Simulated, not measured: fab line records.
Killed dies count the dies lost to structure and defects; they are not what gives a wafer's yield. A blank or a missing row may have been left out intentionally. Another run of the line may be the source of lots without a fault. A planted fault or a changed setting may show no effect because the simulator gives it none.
fab line records -- flow sky130
record lots=10, wafers=30, last_day=50
route steps=708 shown CAP2M@607 METAL4@629 METAL5@663 PAD_OPEN@708
lots that met no fault: taken from a fault-free run of the same line
start_h: hours from the record's opening day to when the first of the lot's shown wafers began -- wait_h: hours from the lot's prior step to this one -- " the same as in the row above -- L1.1+2: a row that stands for several wafers -- - no value present, or no start provided -- * or withheld: withheld -- < > ~ a bound
route shown NAME@n: a module of which the file shows steps, and the number in the route of the first -- usual: the fault-free wafers' mean and standard deviation -- same: alike in all rows -- chamber/n: place in a boat -- sites: per-site readings -- _std_site: standard deviation of those values -- _edge_site: mean of outer sites minus mean of inner sites -- radius_mm: for every site, how far away it sits from the centre of the wafer -- mask NAME#n: copy n -- behind: the tool/chamber that last shaped the wafer -- hold: cause of the lot's hold/its duration in hours/its outcome -- device: names the non-switching transistor (n, p or np) -- end of line: tests run on the same wafers once the route is complete -- for a step that has no rows: nothing shown but its recipe -- killed: the dies lost at the first sort to structure and to defects; this is not the yield of the wafer -- map: a wafer's dies, marking killed ones x, the rest . and places with no die _
set.NAME: the run value of the setting; set.NAME@STEP: its run value at that earlier step -- model.NAME: the simulator's own value behind a step, which no gauge read
the route's steps for a sample of lots (tables are steps, rows are wafers)
services: the hour from which a tool's chamber was out of use, counted from the record's first day as start_h (under 0 if before that day), plus the number of hours and why
## steps
# step SKY_CAP2M_THK_MEAS_04
# recipe thk_meas_gauge=xrf, reads=TiN_of_CAP2M_SPUTTER_02
# usual CAP2M_TIN_THK=204.9/2.3
lot.wafer,tool,chamber,start_h,wait_h,CAP2M_TIN_THK[nm]
L830.1,film_metro-01,-,935.15,0.1,205.1
L830.3,film_metro-01,-,935.15,0.1,205.8
L830.5,film_metro-01,-,935.15,0.1,206.8
L835.1,film_metro-01,-,973.99,0.1,205.5
L835.3,film_metro-01,-,973.99,0.1,203.7
L835.4,film_metro-01,-,973.99,0.1,204.8
L836.1,film_metro-02,-,982.83,0.1,202.1
L836.3,film_metro-02,-,982.83,0.1,204.2
L836.4,film_metro-02,-,982.83,0.1,203.3
L837.4,film_metro-01,-,986.71,0.1,208.5
L837.5,film_metro-01,-,986.71,0.1,208.5
L837.6,film_metro-01,-,986.71,0.1,211.2
L839.2,film_metro-04,-,1000.94,0.1,208.0
L839.5,film_metro-04,-,1000.94,0.1,206.5
L839.6,film_metro-04,-,1000.94,0.1,208.4
L845.2,film_metro-02,-,1053.05,0.1,209.5
L845.3,film_metro-02,-,1053.05,0.1,209.5
L845.5,film_metro-02,-,1053.05,0.1,208.8
L848.3,film_metro-04,-,1057.92,0.1,204.5
L848.5,film_metro-04,-,1057.92,0.1,201.6
L848.6,film_metro-04,-,1057.92,0.1,203.6
L850.1,film_metro-01,-,1070.21,0.1,204.8
L850.5,film_metro-01,-,1070.21,0.1,204.0
L850.6,film_metro-01,-,1070.21,0.1,205.2
L851.2,film_metro-04,-,1073.65,0.1,206.0
L851.4,film_metro-04,-,1073.65,0.1,206.8
L851.6,film_metro-04,-,1073.65,0.1,205.5
L852.1,film_metro-01,-,1079.44,0.1,204.3
L852.3,film_metro-01,-,1079.44,0.1,204.8
L852.6,film_metro-01,-,1079.44,0.1,204.2
# step SKY_CAP2M_OVL_MEAS_12
# usual CAP2M_OVL=-0.2/1.6
lot.wafer,tool,chamber,start_h,wait_h,CAP2M_OVL[nm]
L830.1,overlay-01,-,959.91,0.1,-0.9
L830.3,overlay-01,-,959.91,0.1,-0.5
L830.5,overlay-01,-,959.91,0.1,-0.9
L835.1,overlay-02,-,997.37,0.1,-2.2
L835.3,overlay-02,-,997.37,0.1,-0.4
L835.4,overlay-02,-,997.37,0.1,0.0
L836.1,overlay-02,-,1006.13,0.1,-0.8
L836.3,overlay-02,-,1006.13,0.1,-1.6
L836.4,overlay-02,-,1006.13,0.1,-0.1
L837.4,overlay-02,-,1009.39,0.1,0.0
L837.5,overlay-02,-,1009.39,0.1,-1.7
L837.6,overlay-02,-,1009.39,0.1,-0.2
L839.2,overlay-01,-,1022.87,0.1,-3.1
L839.5,overlay-01,-,1022.87,0.1,0.1
L839.6,overlay-01,-,1022.87,0.1,-0.4
L845.2,overlay-02,-,1074.43,0.1,-2.5
L845.3,overlay-02,-,1074.43,0.1,-2.9
L845.5,overlay-02,-,1074.43,0.1,-1.1
L848.3,overlay-02,-,1079.18,0.1,0.2
L848.5,overlay-02,-,1079.18,0.1,0.3
L848.6,overlay-02,-,1079.18,0.1,0.1
L850.1,overlay-01,-,1090.13,0.1,-2.9
L850.5,overlay-01,-,1090.13,0.1,-2.5
L850.6,overlay-01,-,1090.13,0.1,-5.0
L851.2,overlay-01,-,1093.78,0.1,-1.2
L851.4,overlay-01,-,1093.78,0.1,-1.8
L851.6,overlay-01,-,1093.78,0.1,-1.5
L852.1,overlay-02,-,1099.52,0.1,2.8
L852.3,overlay-02,-,1099.52,0.1,2.8
L852.6,overlay-02,-,1099.52,0.1,1.0
# step SKY_METAL4_CD_MEAS_13
# recipe target_cd_nm=300
# usual cd_nm=300.3/1.4
lot.wafer,tool,chamber,start_h,wait_h,cd_nm
L830.1,cd_sem-01,-,983.76,-,301.3
L830.3,cd_sem-01,-,983.76,-,300.6
L830.5,cd_sem-01,-,983.76,-,300.9
L835.1,cd_sem-02,-,1020.81,-,300.8
L835.3,cd_sem-02,-,1020.81,-,300.7
L835.4,cd_sem-02,-,1020.81,-,300.5
L836.1,cd_sem-01,-,1029.97,-,303.0
L836.3,cd_sem-01,-,1029.97,-,301.9
L836.4,cd_sem-01,-,1029.97,-,301.8
L837.4,cd_sem-01,-,1032.73,-,302.0
L837.5,cd_sem-01,-,1032.73,-,300.8
L837.6,cd_sem-01,-,1032.73,-,300.5
L839.2,cd_sem-01,-,1046.20,-,300.2
L839.5,cd_sem-01,-,1046.20,-,299.9
L839.6,cd_sem-01,-,1046.20,-,299.8
L845.2,cd_sem-01,-,1095.94,-,302.7
L845.3,cd_sem-01,-,1095.94,-,301.3
L845.5,cd_sem-01,-,1095.94,-,301.1
L848.3,cd_sem-01,-,1101.07,-,299.3
L848.5,cd_sem-01,-,1101.07,-,299.6
L848.6,cd_sem-01,-,1101.07,-,299.2
L850.1,cd_sem-02,-,1111.67,-,299.3
L850.5,cd_sem-02,-,1111.67,-,301.0
L850.6,cd_sem-02,-,1111.67,-,301.3
L851.2,cd_sem-02,-,1114.49,-,297.7
L851.4,cd_sem-02,-,1114.49,-,299.0
L851.6,cd_sem-02,-,1114.49,-,298.6
L852.1,cd_sem-02,-,1119.83,-,297.4
L852.3,cd_sem-02,-,1119.83,-,299.9
L852.6,cd_sem-02,-,1119.83,-,299.5
# step SKY_METAL5_SPUTTER_02
# recipe material=AlCu, target_thk_nm=1150, power_w=10600, time_s=61.2, chamber_pressure_pa=0.4
# usual throttle_valve_pct=30.6/1.1
lot.wafer,tool,chamber,start_h,wait_h,throttle_valve_pct
L830.1,pvd_sputter-02,-,1010.56,0.0,32.0
L830.3,pvd_sputter-02,-,1010.56,0.0,30.9
L830.5,pvd_sputter-02,-,1010.56,0.0,29.1
L835.1,pvd_sputter-02,-,1046.15,0.0,31.9
L835.3,pvd_sputter-02,-,1046.15,0.0,31.1
L835.4,pvd_sputter-02,-,1046.15,0.0,31.9
L836.1,pvd_sputter-02,-,1055.06,0.0,31.7
L836.3,pvd_sputter-02,-,1055.06,0.0,31.6
L836.4,pvd_sputter-02,-,1055.06,0.0,28.9
L837.4,pvd_sputter-02,-,1058.60,0.0,31.5
L837.5,pvd_sputter-02,-,1058.60,0.0,31.0
L837.6,pvd_sputter-02,-,1058.60,0.0,31.9
L839.2,pvd_sputter-02,-,1071.07,0.0,31.9
L839.5,pvd_sputter-02,-,1071.07,0.0,31.7
L839.6,pvd_sputter-02,-,1071.07,0.0,28.7
L845.2,pvd_sputter-03,-,1118.66,0.0,30.4
L845.3,pvd_sputter-03,-,1118.66,0.0,29.5
L845.5,pvd_sputter-03,-,1118.66,0.0,30.7
L848.3,pvd_sputter-03,-,1123.82,0.0,30.8
L848.5,pvd_sputter-03,-,1123.82,0.0,30.4
L848.6,pvd_sputter-03,-,1123.82,0.0,29.0
L850.1,pvd_sputter-02,-,1133.85,0.0,31.6
L850.5,pvd_sputter-02,-,1133.85,0.0,29.0
L850.6,pvd_sputter-02,-,1133.85,0.0,31.8
L851.2,pvd_sputter-02,-,1136.62,0.0,29.0
L851.4,pvd_sputter-02,-,1136.62,0.0,31.8
L851.6,pvd_sputter-02,-,1136.62,0.0,29.1
L852.1,pvd_sputter-02,-,1141.93,0.0,31.7
L852.3,pvd_sputter-02,-,1141.93,0.0,31.9
L852.6,pvd_sputter-02,-,1141.93,0.0,31.6
# step SKY_METAL5_RS_MEAS_05
# recipe thk_meas_gauge=four-point-probe, reads=TiN_of_METAL5_SPUTTER_04+Ti_of_METAL5_SPUTTER_03+AlCu_of_METAL5_SPUTTER_02+TiN_of_METAL5_SPUTTER_01+Ti_of_METAL5_SPUTTER_00
# usual METAL5_ALCU_RS=0.0271/0.00035
lot.wafer,tool,chamber,start_h,wait_h,METAL5_ALCU_RS[ohm/sq]
L830.1,film_metro-04,-,1010.68,0.0,0.0266
L830.3,film_metro-04,-,1010.68,0.0,0.0262
L830.5,film_metro-04,-,1010.68,0.0,0.0263
L835.1,film_metro-03,-,1046.27,0.0,0.0267
L835.3,film_metro-03,-,1046.27,0.0,0.0268
L835.4,film_metro-03,-,1046.27,0.0,0.0273
L836.1,film_metro-02,-,1055.18,0.0,0.0267
L836.3,film_metro-02,-,1055.18,0.0,0.0339
L836.4,film_metro-02,-,1055.18,0.0,0.0268
L837.4,film_metro-03,-,1058.78,0.1,0.0268
L837.5,film_metro-03,-,1058.78,0.1,0.0328
L837.6,film_metro-03,-,1058.78,0.1,0.0269
L839.2,film_metro-03,-,1071.20,0.0,0.0270
L839.5,film_metro-03,-,1071.20,0.0,0.0331
L839.6,film_metro-03,-,1071.20,0.0,0.0268
L845.2,film_metro-04,-,1118.80,0.0,0.0276
L845.3,film_metro-04,-,1118.80,0.0,0.0274
L845.5,film_metro-04,-,1118.80,0.0,0.0277
L848.3,film_metro-04,-,1123.98,0.1,0.0273
L848.5,film_metro-04,-,1123.98,0.1,0.0271
L848.6,film_metro-04,-,1123.98,0.1,0.0272
L850.1,film_metro-02,-,1133.96,0.0,0.0276
L850.5,film_metro-02,-,1133.96,0.0,0.0271
L850.6,film_metro-02,-,1133.96,0.0,0.0273
L851.2,film_metro-03,-,1136.75,0.0,0.0269
L851.4,film_metro-03,-,1136.75,0.0,0.0271
L851.6,film_metro-03,-,1136.75,0.0,0.0267
L852.1,film_metro-02,-,1142.05,0.0,0.0272
L852.3,film_metro-02,-,1142.05,0.0,0.0273
L852.6,film_metro-02,-,1142.05,0.0,0.0274
# step SKY_METAL5_THK_MEAS_06
# recipe thk_meas_gauge=xrf, reads=AlCu_of_METAL5_SPUTTER_02
# usual METAL5_ALCU_THK=1130/16
lot.wafer,tool,chamber,start_h,wait_h,METAL5_ALCU_THK[nm]
L830.1,film_metro-04,-,1010.80,0.1,1141
L830.3,film_metro-04,-,1010.80,0.1,1163
L830.5,film_metro-04,-,1010.80,0.1,1153
L835.1,film_metro-03,-,1046.39,0.1,1144
L835.3,film_metro-03,-,1046.39,0.1,1145
L835.4,film_metro-03,-,1046.39,0.1,1127
L836.1,film_metro-02,-,1055.30,0.1,1155
L836.3,film_metro-02,-,1055.30,0.1,905
L836.4,film_metro-02,-,1055.30,0.1,1138
L837.4,film_metro-03,-,1058.87,0.1,1159
L837.5,film_metro-03,-,1058.87,0.1,936
L837.6,film_metro-03,-,1058.87,0.1,1140
L839.2,film_metro-03,-,1071.31,0.1,1140
L839.5,film_metro-03,-,1071.31,0.1,932
L839.6,film_metro-03,-,1071.31,0.1,1141
L845.2,film_metro-04,-,1118.91,0.1,1105
L845.3,film_metro-04,-,1118.91,0.1,1115
L845.5,film_metro-04,-,1118.91,0.1,1105
L848.3,film_metro-04,-,1124.08,0.1,1121
L848.5,film_metro-04,-,1124.08,0.1,1125
L848.6,film_metro-04,-,1124.08,0.1,1124
L850.1,film_metro-02,-,1134.08,0.1,1106
L850.5,film_metro-02,-,1134.08,0.1,1120
L850.6,film_metro-02,-,1134.08,0.1,1120
L851.2,film_metro-03,-,1136.86,0.1,1153
L851.4,film_metro-03,-,1136.86,0.1,1144
L851.6,film_metro-03,-,1136.86,0.1,1161
L852.1,film_metro-02,-,1142.17,0.1,1126
L852.3,film_metro-02,-,1142.17,0.1,1119
L852.6,film_metro-02,-,1142.17,0.1,1112
# step SKY_METAL5_METAL_ETCH_15
# recipe target_depth_a=12600, stop_on=SiO2, over_etch_frac=0.2, time_s=252, chemistry=Cl2/BCl3, resist_sidewall_deg=86, pressure_mtorr=10, icp_w=900, bias_w=48.5, Cl2_flow_sccm=60, bcl3_flow_sccm=30
# usual drypump_motor_current_A=5.97/0.21, oes_product_au=0.893/0.0053, throttle_valve_pct=22.265/0.0081
lot.wafer,tool,chamber,start_h,wait_h,drypump_motor_current_A,oes_product_au,rf_hours_counter_h,throttle_valve_pct
L830.1,rie_metal-02,0,1033.15,0.0,5.89,0.896,5,22.261
L830.3,rie_metal-02,0,1033.15,0.0,5.91,0.900,-,22.269
L830.5,rie_metal-02,1,1033.15,0.0,5.69,0.895,-,22.263
L835.1,rie_metal-04,0,1067.91,0.0,6.39,0.898,4,22.262
L835.3,rie_metal-04,0,1067.91,0.0,6.39,0.894,-,22.268
L835.4,rie_metal-04,1,1067.91,0.0,5.92,0.902,-,22.282
L836.1,rie_metal-03,0,1075.80,0.0,5.90,0.898,18,22.274
L836.3,rie_metal-03,1,1075.80,0.0,5.86,0.812,-,22.278
L836.4,rie_metal-03,0,1075.80,0.0,5.89,0.891,-,22.274
L837.4,rie_metal-02,0,1080.19,0.1,5.89,0.895,-,22.264
L837.5,rie_metal-02,0,1080.19,0.1,5.90,0.820,-,22.273
L837.6,rie_metal-02,1,1080.19,0.1,5.71,0.898,-,22.263
L839.2,rie_metal-02,0,1091.10,0.0,5.90,0.885,8,22.254
L839.5,rie_metal-02,1,1091.10,0.0,5.68,0.820,-,22.263
L839.6,rie_metal-02,0,1091.10,0.0,5.89,0.885,-,22.276
L845.2,rie_metal-03,0,1137.76,0.0,5.91,0.896,24,22.261
L845.3,rie_metal-03,1,1137.76,0.0,5.84,0.900,-,22.278
L845.5,rie_metal-03,0,1137.76,0.0,5.91,0.886,-,22.277
L848.3,rie_metal-02,1,1142.58,0.1,5.70,0.884,-,22.251
L848.5,rie_metal-02,1,1142.58,0.1,5.71,0.893,-,22.273
L848.6,rie_metal-02,0,1142.58,0.1,5.89,0.896,-,22.263
L850.1,rie_metal-04,0,1152.40,0.0,6.39,0.893,10,22.256
L850.5,rie_metal-04,1,1152.40,0.0,5.93,0.888,-,22.268
L850.6,rie_metal-04,0,1152.40,0.0,6.41,0.902,-,22.266
L851.2,rie_metal-02,0,1154.76,0.0,5.87,0.897,13,22.266
L851.4,rie_metal-02,1,1154.76,0.0,5.70,0.900,-,22.265
L851.6,rie_metal-02,1,1154.76,0.0,5.70,0.896,-,22.262
L852.1,rie_metal-03,0,1159.81,0.0,5.88,0.882,27,22.265
L852.3,rie_metal-03,1,1159.81,0.0,5.83,0.903,-,22.277
L852.6,rie_metal-03,0,1159.81,0.0,5.91,0.897,-,22.251
# step SKY_PAD_OPEN_PROBE_99
# usual defect_limited_yield=82.7/1.7, killed_at_M0_to_M3=44/7.1, killed_at_M4_up=3.3/1.8, killed_at_contacts=23/5.5, killed_at_front_end=15/4.5, killed_at_other=0.2/0.48, killed_dies=85/8.4, killed_open=46/6.6, killed_short=39/6.1, sort_bin_3_pad_short=0.9/0.36, sort_bin_5_function=10.3/1.4, sort_bin_6_memory=6.2/1, sort_n_pass=407/8.4, sort_yield_pct=82.7/1.7
# same gross_dies=492, killed_at_back_side=0, sort_bin_4_leakage[%]=0, sort_bin_8_speed[%]=0
lot.wafer,tool,chamber,start_h,wait_h,defect_limited_yield[%],killed_at_M0_to_M3,killed_at_M4_up,killed_at_contacts,killed_at_front_end,killed_at_other,killed_dies,killed_open,killed_short,sort_bin_3_pad_short[%],sort_bin_5_function[%],sort_bin_6_memory[%],sort_n_pass,sort_yield_pct[%]
L835.1,prober-02,-,1112.53,0.1,82.5,48,4,18,16,0,86,43,43,0.6,11.6,5.3,406,82.5
L835.3,prober-02,-,1112.63,0.2,83.5,45,6,16,14,0,81,37,44,1.2,9.8,5.5,411,83.5
L835.4,prober-02,-,1112.68,0.2,81.7,50,2,26,12,0,90,51,39,1.2,12.2,4.9,402,81.7
L848.3,prober-01,-,1182.17,0.2,85.4,31,1,29,11,0,72,39,33,0.6,9.6,4.5,420,85.4
L848.5,prober-01,-,1182.27,0.2,82.3,47,1,24,14,1,87,48,38,1.0,9.3,7.3,405,82.3
L848.6,prober-01,-,1182.32,0.2,81.5,44,5,29,13,0,91,54,35,1.4,9.8,7.3,401,81.5
# killed by level:class
L835.1 VIA2:geometric_particle:open=9 METAL1:geometric_particle:short=8 LI_CONTACT:geometric_particle:open=7 VIA1:geometric_particle:open=7 POLY_GATE:geometric_particle:open=6 CONTACT:geometric_particle:open=6 VIA1:geometric_particle:short=6 POLY_GATE:geometric_particle:short=4
L835.3 VIA1:geometric_particle:open=15 METAL2:geometric_particle:short=10 VIA1:geometric_particle:short=6 VIA3:geometric_particle:open=5 VIA2:geometric_particle:short=5 LI_CONTACT:geometric_particle:open=4 LOCAL_INTERCONNECT:geometric_particle:short=4 POLY_GATE:geometric_particle:short=3
L835.4 VIA1:geometric_particle:open=13 LI_CONTACT:geometric_particle:open=9 VIA2:geometric_particle:open=8 POLY_GATE:geometric_particle:open=6 VIA1:geometric_particle:short=6 VIA3:geometric_particle:open=6 METAL1:geometric_particle:short=5 METAL2:geometric_particle:short=5
L848.3 CONTACT:geometric_particle:open=9 LI_CONTACT:geometric_particle:open=7 LOCAL_INTERCONNECT:geometric_particle:short=7 VIA1:geometric_particle:open=7 VIA2:geometric_particle:open=6 METAL1:geometric_particle:short=4 VIA2:geometric_particle:short=4 POLY_GATE:geometric_particle:short=3
L848.5 CONTACT:geometric_particle:open=10 VIA1:geometric_particle:open=9 VIA2:geometric_particle:open=8 VIA3:geometric_particle:open=7 CONTACT:geometric_particle:short=6 POLY_GATE:geometric_particle:open=5 METAL1:geometric_particle:short=5 POLY_GATE:geometric_particle:short=4
L848.6 CONTACT:geometric_particle:open=11 VIA1:geometric_particle:open=11 VIA3:geometric_particle:open=8 LI_CONTACT:geometric_particle:open=7 CONTACT:geometric_particle:short=6 VIA2:geometric_particle:open=6 METAL3:geometric_particle:short=5 VIA1:geometric_particle:short=4
## services
tool,chamber,start_h,hours,kind
rie_metal-04,0,995.13,-,clean
rie_metal-04,0,995.13,12.2,scheduled_down
rie_metal-04,0,995.13,12.2,vent_cycle
pvd_sputter-02,1,1032.23,-,consumable_replace:kit
pvd_sputter-02,1,1032.23,18.0,scheduled_down
pvd_sputter-02,1,1032.23,18.0,vent_cycle
rie_metal-02,-,1059.97,0.2,repair
pvd_sputter-03,1,1090.04,-,consumable_replace:kit
pvd_sputter-03,1,1090.04,18.0,scheduled_down
pvd_sputter-03,1,1090.04,18.0,vent_cycle
pvd_sputter-02,-,1090.04,1.3,repair
pvd_sputter-02,0,1127.53,-,consumable_replace:kit
pvd_sputter-02,0,1127.53,18.0,scheduled_down
pvd_sputter-02,0,1127.53,18.0,vent_cycle
rie_metal-04,0,1139.26,3.7,repair
rie_metal-03,1,1143.92,-,clean
rie_metal-03,1,1143.92,-,consumable_replace:focus_ring
rie_metal-03,1,1143.92,14.3,scheduled_down
rie_metal-03,1,1143.92,14.3,vent_cycle
rie_metal-04,-,1147.11,0.4,repair
## key
first_sign step=SKY_METAL5_RS_MEAS_05, reading=METAL5_ALCU_RS, direction=up, sigmas=18, usual=0.0271, struck=0.0333
effect step=SKY_METAL5_THK_MEAS_06, reading=METAL5_ALCU_THK, direction=down, sigmas=13, usual=1130, struck=924
effect step=SKY_METAL5_METAL_ETCH_15, reading=oes_product_au, direction=down, sigmas=14, usual=0.893, struck=0.818
met_at SKY_METAL5_SPUTTER_02
struck_lots L836,L837,L839
struck_wafers L836.3,L837.5,L839.5
not_acting_at SKY_CAP2M_THK_MEAS_04,SKY_CAP2M_OVL_MEAS_12,SKY_METAL4_CD_MEAS_13
onset_between 1046.15 1055.06
fault kind=process_parameter_drift, tool=pvd_sputter-02, chamber=-, onset_h=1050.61, steps=SKY_METAL5_SPUTTER_02, channel=time_s, offset=*, shape=step, end_h=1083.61, scope=struck_wafers_only, acts_in=*, stated=*
